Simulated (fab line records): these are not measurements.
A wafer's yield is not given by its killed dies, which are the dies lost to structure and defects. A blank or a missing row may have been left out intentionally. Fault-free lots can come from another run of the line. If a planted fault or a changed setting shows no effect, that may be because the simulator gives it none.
Shared-tool check | flow sfq line | Lots sampled 14, wafers sampled 48

== WHY THIS WAS OPENED ==
2 of 14 lots carry a flag on the reading L0_MONX_KI_RS at SFQ_L0_RS_MEAS_901. Wafers without a fault read 43.4 ohm/sq, standard deviation 0.37.
Rule: a lot is flagged in two cases, either no wafer of it has a number, or all its wafers with numbers fall more than 4 standard deviations from that mean. The rest of the lots are taken to be sound.

lot  | measured    | on            | L0_MONX_KI_RS (ohm/sq), wafer by wafer | flag
L374 | day 1 12:35 | film metro-04 | 43.5 43.7 43.5                         |
L375 | day 1 17:36 | film metro-02 | 43.3 43.2 43.4                         |
L376 | day 1 22:36 | film metro-04 | 43.1 43.2 43.0                         |
L377 | day 2 03:34 | film metro-02 | 42.9 42.9 43.1                         |
L378 | day 2 08:35 | film metro-02 | 43.9 43.7 43.8                         |
L380 | day 2 18:36 | film metro-02 | 43.8 43.4 43.4                         |
L381 | day 2 23:34 | film metro-01 | 42.8 43.4 43.9                         |
L383 | day 3 09:34 | film metro-01 | 42.9 43.7 43.4                         |
L386 | day 4 00:35 | film metro-04 | 43.4 43.6 43.6                         |
L389 | day 4 15:36 | film metro-02 | 40.0 39.6 39.8 39.9 39.6 39.9          | FLAGGED
L392 | day 5 06:34 | film metro-04 | 40.1 39.8 40.0 40.2 39.9 40.0          | FLAGGED
L393 | day 5 11:35 | film metro-02 | 42.7 43.2 43.6                         |
L394 | day 5 16:35 | film metro-04 | 43.9 44.5 43.7                         |
L397 | day 6 07:35 | film metro-04 | 42.6 42.9 42.6                         |
The numbers of the flagged lots are 39.9 ohm/sq on average: -3.5 ohm/sq against the usual, or -9 standard deviations.

== WHICH TOOL RAN EACH LOT ==
The record holds 1 process step before the reading, out of a route of 325 steps. In each cell: the tool, then ch and the chambers that the sampled wafers went through, then the start.
lot  | flag    | SFQ_TRILAYER_L0_DEP_SPUTTER_003
L374 |         | pvd sputter-06, day 1 12:29
L375 |         | pvd sputter-05, day 1 17:29
L376 |         | pvd sputter-03, day 1 22:29
L377 |         | pvd sputter-06, day 2 03:29
L378 |         | pvd sputter-05, day 2 08:29
L380 |         | pvd sputter-03, day 2 18:29
L381 |         | pvd sputter-03, day 2 23:29
L383 |         | pvd sputter-03, day 3 09:29
L386 |         | pvd sputter-05, day 4 00:29
L389 | FLAGGED | pvd sputter-03, day 4 15:29
L392 | FLAGGED | pvd sputter-03, day 5 06:29
L393 |         | pvd sputter-05, day 5 11:29
L394 |         | pvd sputter-06, day 5 16:29
L397 |         | pvd sputter-05, day 6 07:29
These steps, and what they do:
- SFQ_TRILAYER_L0_DEP_SPUTTER_003: material MoNx KI, target thk 40 nm, time 100 s.
- SFQ_L0_RS_MEAS_901: measures by four-point-probe.

== FLAGGED OVER TOTAL, TOOL BY TOOL (the gauges that took the reading come last) ==
step                            | tool           | lots run | flagged | share of the flagged lots | sound lots run after its first flagged lot
SFQ_TRILAYER_L0_DEP_SPUTTER_003 | pvd sputter-03 | 6        | 2       | all                       | 0
SFQ_TRILAYER_L0_DEP_SPUTTER_003 | pvd sputter-05 | 5        | 0       | none                      | -
SFQ_TRILAYER_L0_DEP_SPUTTER_003 | pvd sputter-06 | 3        | 0       | none                      | -
SFQ_L0_RS_MEAS_901              | film metro-01  | 2        | 0       | none                      | -
SFQ_L0_RS_MEAS_901              | film metro-02  | 6        | 1       | some                      | 1 (L393)
SFQ_L0_RS_MEAS_901              | film metro-04  | 6        | 1       | some                      | 2 (L394,L397)

== THE TABLE: WHAT IT ALLOWS ==
Rows of the table that ran each flagged lot: 1, that is pvd sputter-03 at SFQ_TRILAYER_L0_DEP_SPUTTER_003.
- pvd sputter-03 at SFQ_TRILAYER_L0_DEP_SPUTTER_003: 2 of its 6 lots flagged. A fault beginning between L383 (day 3 09:29), its last sound lot, and L389 (day 4 15:29), its first flagged one, fits the data. Its own readings (cathode dc power W) fall more than 4 standard deviations out on all wafers of the flagged lots.
What remains is a single tool, pvd sputter-03 at SFQ_TRILAYER_L0_DEP_SPUTTER_003.

== WHAT THE SIMULATOR HAD INSERTED ==
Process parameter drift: pvd sputter-03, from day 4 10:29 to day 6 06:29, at SFQ_TRILAYER_L0_DEP_SPUTTER_003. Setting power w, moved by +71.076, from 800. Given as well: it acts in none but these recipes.
Struck lots among those shown: L389, L392. The same result came from the rule above.
